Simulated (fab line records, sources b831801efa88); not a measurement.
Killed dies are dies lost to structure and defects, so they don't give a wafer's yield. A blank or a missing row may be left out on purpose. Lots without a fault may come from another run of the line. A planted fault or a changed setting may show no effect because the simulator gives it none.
One fault seen from 2 desks | flow gf180mcu | each desk has only its own numbers; what lay behind them comes last

THE TOOL OWNER'S DESK: cmp-01
The tool's own readings at GF_V5_CMP_04 (polishes SiO2): means of the sampled wafers that have a number, for each lot that ran on this tool. A lot is out of limits, marked OUT, if its mean lies more than 4 standard deviations from the usual mean; the brackets give that distance.
Columns: A = head_pressure_psi at GF_V5_CMP_04, usual 4.001 psi; B = motor_current_A at GF_V5_CMP_04, usual 11.9 A; C = retaining_ring_pressure_frac at GF_V5_CMP_04, usual 1.000; D = slurry_filter_dp_kPa at GF_V5_CMP_04, usual 13.52 kPa
lot  | first seen here | A     | B    | C     | D
L168 | day 26 09:46    | 3.998 | 11.9 | 1.004 | 13.54
L169 | day 26 21:15    | 3.994 | 11.0 | 1.004 | 13.64
L170 | day 27 06:34    | 3.998 | 11.3 | 1.004 | 13.41
L180 | day 30 06:56    | 3.997 | 11.5 | 0.999 | 13.53
L181 | day 30 08:30    | 3.998 | 11.7 | 0.997 | 13.48
This desk's finding: nothing out of limits on any of the 5 lots.

THE METROLOGY DESK
What the gauges read, lot by lot, whatever tool the lot ran on: means of the sampled wafers that have a number. A lot is out of limits, marked OUT, if its mean lies more than 4 standard deviations from the usual mean; the brackets give that distance.
Columns: A = V5_BOW at GF_V5_BOW_MEAS_05, usual 134 um
lot  | first seen here | A
L168 | day 26 09:59    | 138
L169 | day 26 21:30    | 129
L170 | day 27 06:55    | 134
L180 | day 30 07:16    | 141
L181 | day 30 08:45    | 140
L182 | day 30 16:29    | 128
L184 | day 31 07:29    | 132
L186 | day 31 13:24    | 124
L189 | day 32 13:22    | 136
L190 | day 32 18:16    | 134
This desk's finding: nothing out of limits on any of the 10 lots.

PUT TOGETHER
The tool owner's desk saw nothing out of limits.
The metrology desk saw nothing out of limits.

WHAT THE SIMULATOR HAD PUT IN
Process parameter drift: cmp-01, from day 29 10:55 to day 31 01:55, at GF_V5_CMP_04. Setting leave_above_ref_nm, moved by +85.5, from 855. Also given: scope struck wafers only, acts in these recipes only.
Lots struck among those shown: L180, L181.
